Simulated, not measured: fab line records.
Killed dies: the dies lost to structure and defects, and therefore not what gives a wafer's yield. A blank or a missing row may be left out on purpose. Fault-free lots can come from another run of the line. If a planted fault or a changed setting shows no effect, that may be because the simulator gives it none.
Matching of chambers    flow sky130    cmp-02 running SKY_CONTACT_CMP_04: 4 sister chambers
The step polishes SiO2. 14 wafers are shown with their chamber, then 7 later ones without.

## EACH WAFER AND ITS CHAMBER
wafer   chamber  motor_current_A (A)  time_to_endpoint_s (s)
L481.1  0        12.1                 84
L481.3  2        13.5                 84
L481.6  2        13.4                 91
L482.3  3        12.7                 79
L482.4  2        14.2                 81
L482.6  2        13.1                 82
L485.4  2        13.8                 77
L485.5  1        10.4                 77
L485.6  2        13.8                 71
L489.2  1        10.4                 88
L489.3  0        11.9                 80
L489.4  3        11.6                 79
L493.1  0        12.3                 80
L493.2  1        10.3                 83

SIGNATURES, as means of the wafers listed above
reading             chamber 0  chamber 1  chamber 2  chamber 3  scatter within a chamber
motor_current_A     12.100     10.367     13.633     12.150     0.377
time_to_endpoint_s  81.33      82.67      81.00      79.00      5.45
Rule: a wafer's distance from a chamber is the root of the sum, over the readings, of the square of ((its reading less the chamber's mean) divided by the reading's scatter). The wafer belongs to the nearest chamber; if the next one is less than 2 further off, it can't be placed. The scatter: take each reading less its chamber's mean, square it, sum over the shown wafers, divide by the number of wafers less the number of chambers, and take the root.

## WAFERS WHOSE CHAMBER IS MISSING
wafer   motor_current_A (A)  time_to_endpoint_s (s)
L493.5  12.3                 77
L494.3  10.8                 86
L494.5  13.9                 87
L494.6  11.5                 84
L500.1  9.6                  77
L500.3  13.1                 76
L500.6  11.8                 77

## THE CHAMBER EACH PASSED THROUGH
wafer   from the rows above           in truth
L493.5  can't be placed: 3 or 0       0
L494.3  1                             1
L494.5  2                             2
L494.6  can't be placed: 0 or 3 or 1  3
L500.1  1                             1
L500.3  can't be placed: 2 or 3 or 0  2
L500.6  can't be placed: 3 or 0       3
Correctly placed: 3 of 7. Can't be placed from these rows: 4 (the true chamber is among the candidates in 4). Number placed wrongly: 0.
